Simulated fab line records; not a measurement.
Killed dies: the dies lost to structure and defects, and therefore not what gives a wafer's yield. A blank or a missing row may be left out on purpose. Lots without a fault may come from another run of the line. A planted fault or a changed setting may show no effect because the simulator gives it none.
A struck lot beside a sound one    flow sky130    15 out of 708 route steps
Sound: these wafers, L857.1, L857.4, L857.6. The struck wafers were L867.1, L867.4, L867.6. The cause is named last.
For every step that has rows: the tool of each side, followed by ch and its chambers, followed by its first start. Under that, the readings that differ: sound wafers    struck wafers    difference of the means    sigmas: that difference in standard deviations of wafers without a fault.
alike: same words and numbers on both sides, and readings whose means sit less than 2 such deviations apart. not compared: any withheld reading, any reading some wafer has no value for, any bound like >300 that may hide the same value, and any number with overlapping values for which the record gives no deviation.
The two part at a step that has a row with sigmas, a row that says differs or no value, or rows on one side only. Numbers that have no deviation but don't overlap get no sigmas and don't part them. A reading that every wafer of one side lacks parts them only if that side has two wafers or more.

first, 4 steps without rows for these wafers: SKY_LI_CONTACT_SOFTBAKE_08 (time 90 s); SKY_LI_CONTACT_EXPOSE_09 (exposes mask LICM1, target cd 170 nm); SKY_LI_CONTACT_PEB_10; SKY_LI_CONTACT_DEVELOP_11 (develop time 60 s).
SKY_LI_CONTACT_CD_MEAS_12: target cd 170 nm.
  struck on cd_sem-01, day 34 06:56; sound on cd_sem-01, day 31 14:59
  alike: cd_nm
SKY_LI_CONTACT_OVL_MEAS_13:
  struck on overlay-02, day 34 07:04; sound on overlay-01, day 31 15:07
  alike: LI_CONTACT_OVL
SKY_LI_CONTACT_ETCH_14: etches BARC in N2/H2, stops on SiO2, time 45.9 s, target depth 60 nm.
  sound on rie_diel-03 ch 1,2,3, day 31 15:09; struck on rie_diel-03 ch 0,1,2, day 34 07:06
  alike: drypump_motor_current_A, oes_product_au, throttle_valve_pct
  not compared: rf_hours_counter_h
SKY_LI_CONTACT_ETCH_15: etches PSG in C4F8/O2/Ar, stops on Si, target depth 600 nm.
  sound on rie_diel-03 ch 1,2,3, day 31 15:11; struck on rie_diel-03 ch 0,1,2, day 34 07:08
  alike: oes_product_au
SKY_LI_CONTACT_STRIP_16: strips in O2/N2.
  sound on plasma_asher-01 ch 0,1, day 31 15:17; struck on plasma_asher-03 ch 0,1, day 34 07:14
  alike: drypump_motor_current_A, oes_product_au, strip_time_to_endpoint_s
  not compared: rf_hours_counter_h
then, 2 steps without rows for these wafers: SKY_LI_CONTACT_CLEAN_17 (cleans in NMP, time 600 s); SKY_LI_CONTACT_PRE_CLEAN_18 (time 5.6 s).
SKY_LI_CONTACT_SPUTTER_19: material Ti, target thk 20 nm, time 106.37 s.
  struck on pvd_sputter-02, day 34 07:32; sound on pvd_sputter-03, day 31 15:35
  alike: throttle_valve_pct
SKY_LI_CONTACT_SPUTTER_20: material TiN, target thk 20 nm, time 80 s.
  struck on pvd_sputter-02, day 34 07:37; sound on pvd_sputter-03, day 31 15:40
reading                                         sound              struck            difference  sigmas
model.TiN_of_LI_CONTACT_SPUTTER_20.thk_nm (nm)  20.17 20.54 20.59  21.56 21.9 21.51  +1.22       
  alike: throttle_valve_pct
SKY_LI_CONTACT_CVD_21: deposits W, target thk 400 nm, time 120.56 s.
  sound on cvd_w-01 ch 0,1, day 31 15:43; struck on cvd_w-02 ch 0,1, day 34 07:40
  alike: heater_power_w
following that, these wafers have no rows for 1 step: SKY_PAD_OPEN_PROBE_99.

WHERE THEY PART
Nowhere in this record.

WHY: whatever the simulator had introduced
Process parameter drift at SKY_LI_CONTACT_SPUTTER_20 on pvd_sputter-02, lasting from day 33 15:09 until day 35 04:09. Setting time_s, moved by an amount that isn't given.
